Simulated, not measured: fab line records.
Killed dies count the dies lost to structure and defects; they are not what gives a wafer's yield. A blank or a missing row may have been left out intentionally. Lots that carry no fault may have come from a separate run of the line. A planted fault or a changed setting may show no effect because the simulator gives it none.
fab line records	flow sky130
record: lots: 14	wafers: 39	last-day: 50
route steps=708 shown FIELD_ISO@1 PWDE@54 NWELL@63 PAD_OPEN@708
lots that met no fault: taken from a fault-free run of the same line
start-h: hours from the record's first day to the start of the lot's first wafer shown	wait-h: how many hours have passed since the lot's step before this one	" identical to the entry in the row above	L1.1+2: a single row standing in for several wafers	- no value, or no start was given	* or withheld: withheld	< > ~ a bound
route shown NAME@n: names a module that has steps shown in the file, with the first one's number in the route	usual: mean/standard deviation of fault-free wafers	same: alike in all rows	chamber/n: place in a boat	sites: each site's reading	_std_site: the standard deviation of these	_edge_site: inner sites' mean taken away from outer sites' mean	radius-mm: how far each site lies from the wafer's centre	mask NAME#n: copy n	behind: the tool/chamber that last shaped the wafer	hold: what put the lot on hold/how long, in hours/how the hold closed	device: the n, p or np transistor that did not switch	end of line: tests of these same wafers at the route's end	a step without rows: its recipe alone	killed: dies that structure and defects cost at the first sort, which is not the same as the wafer's yield	map: a wafer's dies, marking killed ones x, the rest . and places with no die _
set.NAME: setting as actually run; set.NAME@STEP: the setting as run at that earlier step	model.NAME: the simulator's own value behind a step, which no gauge read
a sample of lots followed through the steps of the route, with each step as a table and each wafer as a row
services: when a tool's chamber went out of use (start-h, in hours from the record's first day, below 0 if earlier), for how many hours, and the reason
== steps ==
step: SKY_FIELD_ISO_BOW_MEAS_00
recipe: mode: bow
usual: INCOMING_BOW: 0/6.1
lot.wafer	tool	chamber	start-h	wait-h	INCOMING_BOW[um]
L698.2	film-metro-04	-	15.02	-	8
L698.3	"	-	"	"	3
L698.4	"	-	"	"	-1
L699.1	film-metro-04	-	20.00	-	2
L699.3	"	-	"	"	7
L699.5	"	-	"	"	1
L700.1	film-metro-01	-	25.00	-	-2
L700.2	"	-	"	"	-16
L700.3	"	-	"	"	-9
L701.2	film-metro-02	-	30.02	-	1
L701.5	"	-	"	"	-9
L701.6	"	-	"	"	-5
L703.2	film-metro-02	-	40.02	-	-7
L703.4	"	-	"	"	1
L703.6	"	-	"	"	4
L704.4	film-metro-04	-	45.06	-	8
L704.5	"	-	"	"	1
L704.6	"	-	"	"	0
L706.1	film-metro-04	-	55.00	-	0
L706.3	"	-	"	"	3
L706.5	"	-	"	"	0
L708.1	film-metro-04	-	65.00	-	-10
L708.5	"	-	"	"	-2
L708.6	"	-	"	"	4
L710.1	film-metro-02	-	75.00	-	-1
L710.2	"	-	"	"	-11
L710.6	"	-	"	"	9
L711.2	film-metro-02	-	80.02	-	-1
L711.3	"	-	"	"	-1
L711.5	"	-	"	"	4
L714.4	film-metro-01	-	95.06	-	-4
L714.5	"	-	"	"	-2
L715.3	film-metro-04	-	100.04	-	1
L715.4	"	-	"	"	0
L716.2	film-metro-01	-	105.02	-	-7
L716.4	"	-	"	"	-7
L716.6	"	-	"	"	13
L717.2	film-metro-04	-	110.02	-	8
L717.4	"	-	"	"	3
step: SKY_FIELD_ISO_ETCH_17
recipe: target-depth-a: 3420	mask-material: Si3N4	chemistry: HBr/Cl2/O2	target: Si	taper-deg: 5	icp-w: 600	bias-w: 150	pressure-mtorr: 15	HBr_flow_sccm: 150	Cl2_flow_sccm: 40	O2_flow_sccm: 6	time-s: 97.7
usual: drypump-motor-current-A: 5.9/0.53	oes-product-au: 1.001/0.015	run-length-s: 125.9/0.31	throttle-valve-pct: 25.656/0.013
lot.wafer	tool	chamber	start-h	wait-h	drypump-motor-current-A	oes-product-au	rf-hours-counter-h	run-length-s	throttle-valve-pct
L698.2	rie-si-01	0	34.54	0.1	5.7	0.988	0	125.6	25.653
L698.3	"	3	"	"	4.8	1.018	109	126.6	25.632
L698.4	"	1	"	"	5.9	1.005	3	125.7	25.652
L699.1	rie-si-02	1	39.33	0.1	6.6	1.012	158	125.5	25.650
L699.3	"	3	"	"	6.2	0.995	76	125.9	25.637
L699.5	"	3	"	"	6.2	0.982	-	125.6	25.648
L700.1	rie-si-02	1	45.39	0.1	6.6	1.002	158	125.2	25.649
L700.2	"	2	"	"	6.6	0.986	20	125.8	25.660
L700.3	"	3	"	"	6.2	0.992	76	125.4	25.676
L701.2	rie-si-02	3	50.38	0.1	6.2	0.992	76	126.0	25.668
L701.5	"	3	"	"	6.3	0.985	-	125.4	25.668
L701.6	"	2	"	"	6.5	0.992	-	125.9	25.665
L703.2	rie-si-01	3	60.88	0.1	4.8	1.018	109	126.5	25.642
L703.4	"	1	"	"	5.9	1.016	3	125.7	25.640
L703.6	"	0	"	"	5.7	0.985	-	125.4	25.672
L704.4	rie-si-02	3	65.07	0.1	6.2	1.002	-	125.7	25.674
L704.5	"	2	"	"	6.5	0.990	-	125.9	25.657
L704.6	"	0	"	"	5.9	1.027	-	126.0	25.641
L706.1	rie-si-02	0	75.19	0.1	5.9	1.026	3	125.9	25.649
L706.3	"	3	"	"	6.2	0.982	76	125.4	25.659
L706.5	"	3	"	"	6.2	0.985	-	125.9	25.661
L708.1	rie-si-01	3	87.43	0.1	4.8	1.008	110	126.9	25.630
L708.5	"	0	"	"	5.8	0.985	-	125.3	25.653
L708.6	"	1	"	"	5.9	1.023	-	126.1	25.651
L710.1	rie-si-01	2	95.74	0.1	5.5	0.977	37	126.1	25.658
L710.2	"	1	"	"	5.9	1.015	4	125.6	25.645
L710.6	"	3	"	"	4.8	1.005	-	126.1	25.663
L711.2	rie-si-02	3	103.84	0.1	6.2	0.998	76	125.8	25.657
L711.3	"	1	"	"	6.6	1.022	0	125.9	25.642
L711.5	"	0	"	"	5.9	1.024	-	126.0	25.650
L714.4	rie-si-02	3	117.44	0.0	6.2	0.989	76	112.0	25.658
L714.5	"	1	"	"	6.6	1.001	-	111.4	25.651
L715.3	rie-si-02	1	123.13	0.0	6.6	1.025	0	125.3	25.640
L715.4	"	3	"	"	6.2	0.994	76	111.8	25.657
L716.2	rie-si-01	3	127.49	0.1	4.9	1.004	110	126.2	25.649
L716.4	"	2	"	"	5.4	0.987	37	126.1	25.661
L716.6	"	3	"	"	4.9	1.019	-	126.4	25.649
L717.2	rie-si-02	0	133.19	0.1	5.9	1.012	3	126.1	25.645
L717.4	"	1	"	"	6.6	1.019	0	111.7	25.655
step: SKY_PWDE_STRIP_09
recipe: chemistry: O2/N2	power-w: 1400	pressure-mtorr: 1500	platen-temp-c: withheld	o2-flow-sccm: 3000	n2-flow-sccm: 300	overash-fraction: 0.5
usual: drypump-motor-current-A: 5.3/0.48	oes-product-au: 0.723/0.0043	strip-time-to-endpoint-s: 36.91/0.093
lot.wafer	tool	chamber	start-h	wait-h	drypump-motor-current-A	oes-product-au	rf-hours-counter-h	strip-time-to-endpoint-s
L698.2	plasma-asher-01	1	75.40	0.1	4.6	0.725	38	36.88
L698.3	"	1	"	"	4.6	0.717	-	36.85
L698.4	"	0	"	"	5.9	0.725	-	36.86
L699.1	plasma-asher-01	0	79.31	0.1	5.9	0.731	38	36.89
L699.3	"	1	"	"	4.7	0.723	-	36.83
L699.5	"	1	"	"	4.6	0.724	-	36.99
L700.1	plasma-asher-01	0	83.60	0.1	5.9	0.729	39	36.92
L700.2	"	1	"	"	4.6	0.719	39	36.89
L700.3	"	0	"	"	5.9	0.726	-	36.79
L701.2	plasma-asher-01	1	91.00	0.1	4.6	0.720	40	36.85
L701.5	"	1	"	"	4.6	0.720	-	36.82
L701.6	"	0	"	"	5.9	0.719	-	36.88
L703.2	plasma-asher-01	1	104.70	0.1	4.6	0.715	41	36.83
L703.4	"	0	"	"	5.9	0.720	-	36.69
L703.6	"	0	"	"	5.9	0.718	-	36.74
L704.4	plasma-asher-03	1	114.54	0.1	5.2	0.717	-	37.13
L704.5	"	1	"	"	5.2	0.719	-	37.17
L704.6	"	0	"	"	5.4	0.722	-	37.05
L706.1	plasma-asher-01	0	121.00	0.1	5.9	0.719	0	36.73
L706.3	"	1	"	"	4.6	0.718	-	36.77
L706.5	"	0	"	"	5.9	0.721	-	36.75
L708.1	plasma-asher-03	1	129.80	0.1	5.2	0.717	43	36.94
L708.5	"	0	"	"	5.4	0.724	-	36.82
L708.6	"	1	"	"	5.2	0.722	-	36.79
L710.1	plasma-asher-03	0	141.90	0.1	5.4	0.728	45	36.74
L710.2	"	1	"	"	5.2	0.727	45	36.77
L710.6	"	1	"	"	5.2	0.726	-	36.83
L711.2	plasma-asher-03	1	146.70	0.1	5.2	0.721	45	36.96
L711.3	"	1	"	"	5.2	0.727	-	36.98
L711.5	"	0	"	"	5.4	0.722	-	36.91
L714.4	plasma-asher-01	1	160.79	0.1	4.7	0.718	-	37.00
L714.5	"	1	"	"	4.7	0.725	-	36.94
L715.3	plasma-asher-01	1	166.84	0.1	4.7	0.724	-	36.88
L715.4	"	0	"	"	5.9	0.728	-	37.06
L716.2	plasma-asher-02	0	176.85	0.1	5.0	0.731	37	36.84
L716.4	"	1	"	"	5.4	0.723	-	36.88
L716.6	"	1	"	"	5.4	0.720	-	36.95
L717.2	plasma-asher-02	0	192.31	0.1	5.1	0.726	38	36.92
L717.4	"	0	"	"	5.1	0.718	-	36.99
step: SKY_NWELL_OVL_MEAS_10
usual: NWELL_00_OVL: 1.7/1.5
lot.wafer	tool	chamber	start-h	wait-h	NWELL_00_OVL[nm]
L698.2	overlay-02	-	91.17	-	0.9
L698.3	"	-	"	"	2.0
L698.4	"	-	"	"	-0.5
L699.1	overlay-01	-	96.31	-	2.6
L699.3	"	-	"	"	3.0
L699.5	"	-	"	"	3.4
L700.1	overlay-02	-	100.21	-	-1.0
L700.2	"	-	"	"	0.9
L700.3	"	-	"	"	3.0
L701.2	overlay-01	-	107.97	-	0.5
L701.5	"	-	"	"	-1.1
L701.6	"	-	"	"	0.5
L703.2	overlay-01	-	123.17	-	2.8
L703.4	"	-	"	"	1.6
L703.6	"	-	"	"	1.2
L704.4	overlay-01	-	133.18	-	0.6
L704.5	"	-	"	"	0.9
L704.6	"	-	"	"	0.7
L706.1	overlay-02	-	140.02	-	6.0
L706.3	"	-	"	"	6.6
L706.5	"	-	"	"	2.0
L708.1	overlay-01	-	148.51	-	-0.6
L708.5	"	-	"	"	0.8
L708.6	"	-	"	"	-0.5
L710.1	overlay-01	-	159.96	-	2.1
L710.2	"	-	"	"	2.4
L710.6	"	-	"	"	-0.3
L711.2	overlay-02	-	164.62	-	0.2
L711.3	"	-	"	"	-1.9
L711.5	"	-	"	"	0.7
L714.4	overlay-02	-	179.48	-	1.9
L714.5	"	-	"	"	2.0
L715.3	overlay-01	-	186.38	-	3.0
L715.4	"	-	"	"	2.5
L716.2	overlay-01	-	198.12	-	2.0
L716.4	"	-	"	"	2.4
L716.6	"	-	"	"	2.6
L717.2	overlay-01	-	214.47	-	-0.3
L717.4	"	-	"	"	1.2
step: SKY_PAD_OPEN_PROBE_99
usual: killed_at_M0_to_M3: 43/6	killed_at_M4_up: 3.2/1.9	killed-at-contacts: 25/5.4	killed-at-front-end: 15/4.5	killed-at-other: 0.3/0.59	killed-dies: 87/8.7	killed-open: 47/6.7	killed-short: 39/5.7
same: gross-dies: 492	killed-at-back-side: 0
lot.wafer	tool	chamber	start-h	wait-h	killed_at_M0_to_M3	killed_at_M4_up	killed-at-contacts	killed-at-front-end	killed-at-other	killed-dies	killed-open	killed-short
L703.2	prober-01	-	1120.69	0.1	44	3	11	14	0	72	42	30
L703.4	prober-01	-	1120.79	0.2	38	2	24	20	1	85	48	37
L703.6	prober-01	-	1120.89	0.2	51	7	18	11	0	87	42	45
L704.4	prober-02	-	1133.39	0.2	42	3	21	3	0	69	34	35
L704.5	prober-02	-	1133.44	0.2	50	4	16	19	0	89	50	39
L704.6	prober-02	-	1133.49	0.2	50	4	20	12	1	87	44	43
L706.1	prober-02	-	1140.06	0.1	36	4	22	12	0	74	38	36
L706.3	prober-02	-	1140.16	0.2	43	1	31	15	1	91	60	31
L708.1	prober-02	-	1159.99	0.1	51	1	16	14	0	82	50	31
L708.5	prober-02	-	1160.19	0.2	42	3	20	12	0	77	45	32
L708.6	prober-02	-	1160.24	0.2	46	2	17	18	0	83	41	42
L710.2	prober-02	-	1161.54	0.1	35	2	23	22	1	83	46	37
L714.4	prober-02	-	1179.18	0.2	53	6	35	16	0	110	52	58
L714.5	prober-02	-	1179.23	0.2	41	1	22	15	0	79	42	37
L715.3	prober-01	-	1188.29	0.2	34	1	28	16	0	79	43	36
L715.4	prober-01	-	1188.34	0.2	39	6	23	27	0	95	44	51
L717.2	prober-01	-	1208.64	0.1	34	1	34	12	0	81	48	33
L717.4	prober-01	-	1208.74	0.2	40	1	31	14	0	86	54	32
killed by level:class
L703.2 VIA1:geometric-particle:open=11 POLY_GATE:geometric-particle:open=6 VIA2:geometric-particle:open=6 VIA1:geometric-particle:short=5 CONTACT:geometric-particle:open=4 METAL1:geometric-particle:short=4 POLY_GATE:geometric-particle:short=3 LI_CONTACT:geometric-particle:open=3
L703.4 POLY_GATE:geometric-particle:open=8 CONTACT:geometric-particle:open=7 VIA1:geometric-particle:open=7 LI_CONTACT:geometric-particle:open=6 VIA1:geometric-particle:short=6 METAL2:geometric-particle:short=5 VIA3:geometric-particle:open=5 FIELD_ISO:geometric-particle:short=4
L703.6 VIA1:geometric-particle:open=12 POLY_GATE:geometric-particle:short=8 CONTACT:geometric-particle:open=8 METAL2:geometric-particle:short=7 METAL1:geometric-particle:short=7 VIA3:geometric-particle:open=7 VIA3:geometric-particle:short=6 LI_CONTACT:geometric-particle:open=4
L704.4 VIA1:geometric-particle:open=11 VIA1:geometric-particle:short=8 CONTACT:geometric-particle:short=7 CONTACT:geometric-particle:open=6 VIA2:geometric-particle:open=6 VIA3:geometric-particle:open=5 METAL2:geometric-particle:short=4 LI_CONTACT:geometric-particle:open=4
L704.5 VIA1:geometric-particle:open=11 VIA3:geometric-particle:open=10 CONTACT:geometric-particle:short=7 VIA2:geometric-particle:open=7 FIELD_ISO:geometric-particle:open=6 VIA1:geometric-particle:short=6 VIA2:geometric-particle:short=6 POLY_GATE:geometric-particle:open=5
L704.6 VIA1:geometric-particle:open=13 CONTACT:geometric-particle:open=9 METAL1:geometric-particle:short=9 VIA1:geometric-particle:short=6 VIA2:geometric-particle:open=5 FIELD_ISO:geometric-particle:open=4 LI_CONTACT:geometric-particle:open=4 METAL2:geometric-particle:short=4
L706.1 VIA1:geometric-particle:open=12 CONTACT:geometric-particle:open=9 VIA2:geometric-particle:open=6 LI_CONTACT:geometric-particle:open=5 POLY_GATE:geometric-particle:short=4 METAL4:geometric-particle:short=4 METAL2:geometric-particle:short=4 FIELD_ISO:geometric-particle:short=3
L706.3 CONTACT:geometric-particle:open=14 VIA1:geometric-particle:open=13 LI_CONTACT:geometric-particle:open=9 VIA2:geometric-particle:open=8 METAL1:geometric-particle:short=7 FIELD_ISO:geometric-particle:open=6 VIA3:geometric-particle:open=5 LOCAL_INTERCONNECT:geometric-particle:short=4
L708.1 VIA1:geometric-particle:open=11 VIA2:geometric-particle:open=10 METAL2:geometric-particle:short=7 VIA3:geometric-particle:open=7 LI_CONTACT:geometric-particle:open=6 CONTACT:geometric-particle:open=6 FIELD_ISO:geometric-particle:open=5 FIELD_ISO:geometric-particle:short=5
L708.5 VIA3:geometric-particle:open=7 VIA2:geometric-particle:open=7 VIA1:geometric-particle:open=7 LI_CONTACT:geometric-particle:open=6 CONTACT:geometric-particle:open=6 CONTACT:geometric-particle:short=5 VIA2:geometric-particle:short=5 POLY_GATE:geometric-particle:open=4
L708.6 METAL2:geometric-particle:short=10 VIA3:geometric-particle:open=7 METAL1:geometric-particle:short=7 VIA1:geometric-particle:open=7 LI_CONTACT:geometric-particle:open=5 VIA2:geometric-particle:open=5 POLY_GATE:geometric-particle:short=4 CONTACT:geometric-particle:short=4
L710.2 CONTACT:geometric-particle:open=14 FIELD_ISO:geometric-particle:open=7 VIA3:geometric-particle:open=7 FIELD_ISO:geometric-particle:short=6 VIA2:geometric-particle:open=5 VIA2:geometric-particle:short=5 POLY_GATE:geometric-particle:short=4 VIA1:geometric-particle:short=4
L714.4 VIA3:geometric-particle:open=11 LI_CONTACT:geometric-particle:open=10 VIA2:geometric-particle:open=9 CONTACT:geometric-particle:short=8 METAL2:geometric-particle:short=8 CONTACT:geometric-particle:open=7 METAL1:geometric-particle:short=7 VIA1:geometric-particle:open=6
L714.5 VIA1:geometric-particle:open=12 LI_CONTACT:geometric-particle:open=8 METAL2:geometric-particle:short=6 CONTACT:geometric-particle:open=5 FIELD_ISO:geometric-particle:short=4 CONTACT:geometric-particle:short=4 VIA2:geometric-particle:short=4 VIA2:geometric-particle:open=4
L715.3 CONTACT:geometric-particle:open=13 VIA1:geometric-particle:open=9 LI_CONTACT:geometric-particle:open=6 POLY_GATE:geometric-particle:open=5 VIA1:geometric-particle:short=5 METAL1:geometric-particle:short=5 VIA3:geometric-particle:open=5 POLY_GATE:geometric-particle:short=4
L715.4 FIELD_ISO:geometric-particle:open=9 POLY_GATE:geometric-particle:short=8 VIA1:geometric-particle:open=8 VIA1:geometric-particle:short=7 CONTACT:geometric-particle:open=7 METAL2:geometric-particle:short=7 FIELD_ISO:geometric-particle:short=6 METAL4:geometric-particle:short=6
L717.2 CONTACT:geometric-particle:open=14 LI_CONTACT:geometric-particle:open=8 VIA2:geometric-particle:open=8 VIA3:geometric-particle:open=7 LOCAL_INTERCONNECT:geometric-particle:short=6 POLY_GATE:geometric-particle:short=5 VIA1:geometric-particle:short=5 VIA3:geometric-particle:short=4
L717.4 CONTACT:geometric-particle:open=13 VIA1:geometric-particle:open=12 LI_CONTACT:geometric-particle:open=8 VIA1:geometric-particle:short=8 FIELD_ISO:geometric-particle:short=4 POLY_GATE:geometric-particle:open=4 LOCAL_INTERCONNECT:geometric-particle:short=4 VIA2:geometric-particle:open=4
== services ==
tool	chamber	start-h	hours	kind
rie-si-01	0	33.53	1.0	repair
rie-si-01	-	43.78	2.8	pm
rie-si-02	1	48.83	-	clean
rie-si-02	1	48.83	22.5	scheduled-down
rie-si-02	1	48.83	22.5	vent-cycle
plasma-asher-03	-	50.73	7.7	repair
rie-si-02	-	81.16	15.6	pm
plasma-asher-01	-	108.75	9.0	pm
plasma-asher-01	0	108.75	9.0	vent-cycle
plasma-asher-01	1	108.75	9.0	vent-cycle
plasma-asher-01	0	117.75	-	clean
plasma-asher-01	1	117.75	-	clean
rie-si-01	1	132.58	6.1	repair
plasma-asher-01	-	144.23	0.8	repair
rie-si-02	2	170.86	5.4	repair
== key ==
first-sign: step: SKY_FIELD_ISO_ETCH_17	reading: run-length-s	direction: down	sigmas: 46	usual: *	struck: *
effect none on later readings
met-at SKY_FIELD_ISO_ETCH_17
struck-lots L714,L715,L717
struck-wafers L714.4,L714.5,L715.4,L717.4
tester-left-out L714,L715,L717
not-acting-at SKY_FIELD_ISO_BOW_MEAS_00,SKY_PWDE_STRIP_09,SKY_NWELL_OVL_MEAS_10
onset-between 103.84 117.44
fault: kind: process-parameter-drift	tool: rie-si-02	chamber: -	onset-h: 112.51	steps: SKY_FIELD_ISO_ETCH_17	channel: time-s	offset: *	shape: step	end-h: 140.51	scope: struck-wafers-only	acts-in: *	stated: *
tester-left-out: of these lots the tester's yield and bins aren't shown, on N5 and GAA mostly nor the transistor test; their killed dies are dies lost to structure and defects alone, not to doping, threshold or leakage, so they don't give the yield
